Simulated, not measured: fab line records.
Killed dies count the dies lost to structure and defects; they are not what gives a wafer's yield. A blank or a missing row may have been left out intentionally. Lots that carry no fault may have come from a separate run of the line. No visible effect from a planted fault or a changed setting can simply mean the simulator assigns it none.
One fault seen from 2 desks | flow gf180mcu | each desk holds nothing but its own numbers, with what lay behind them at the end

== AT THE TOOL OWNER'S DESK: krf-scanner-02 ==
The tool's own readings at GF_STI_EXPOSE_09 (exposes mask COMP, target cd 220 nm): means of the sampled wafers that have a number, for each lot that ran on this tool. Marked OUT: a lot whose mean sits more than 4 standard deviations from the usual mean, which makes it out of limits; the brackets give that distance.
Columns: A = exposure-dose-mJ-cm2 at GF_STI_EXPOSE_09, usual 27.985; B = focus-offset-nm at GF_STI_EXPOSE_09, usual -0.1 nm
lot  | first seen here | A      | B
L859 | day 1 19:06     | 27.977 | 0.0
L861 | day 2 05:10     | 27.984 | 0.2
L864 | day 2 20:08     | 28.007 | 0.5
L873 | day 4 18:40     | 28.015 | -0.3
L875 | day 5 04:51     | 28.000 | 0.0
L877 | day 5 15:19     | 28.013 | -0.2
L879 | day 6 00:56     | 28.008 | 0.2
L880 | day 6 06:50     | 27.972 | -0.6
Finding of this desk: none of the 8 lots has anything out of limits.

== THE METROLOGY DESK ==
What the gauges read for every lot (on any tool): the sampled wafers with a number, averaged. Marked OUT: a lot whose mean sits more than 4 standard deviations from the usual mean, which makes it out of limits; the brackets give that distance.
Columns: A = V3_W_RS at GF_V3_RS_MEAS_24, usual 0.327 ohm/sq
lot  | first seen here | A
L859 | day 22 12:37    | 0.324
L861 | day 23 03:34    | 0.327
L863 | day 24 01:08    | 0.324
L864 | day 24 13:22    | 0.323
L865 | day 24 22:16    | 0.334
L873 | day 27 08:26    | 0.327
L875 | day 27 21:40    | 0.329
L877 | day 28 09:32    | 0.326
L878 | day 28 20:13    | 0.332
L879 | day 29 01:20    | 0.322
L880 | day 29 07:07    | 0.328
L881 | day 29 12:18    | 0.327
Finding of this desk: none of the 12 lots has anything out of limits.

== PUT TOGETHER ==
The desk of the tool owner found nothing out of limits.
Nothing out of limits was seen by the metrology desk.

== WHAT WAS PUT IN BY THE SIMULATOR ==
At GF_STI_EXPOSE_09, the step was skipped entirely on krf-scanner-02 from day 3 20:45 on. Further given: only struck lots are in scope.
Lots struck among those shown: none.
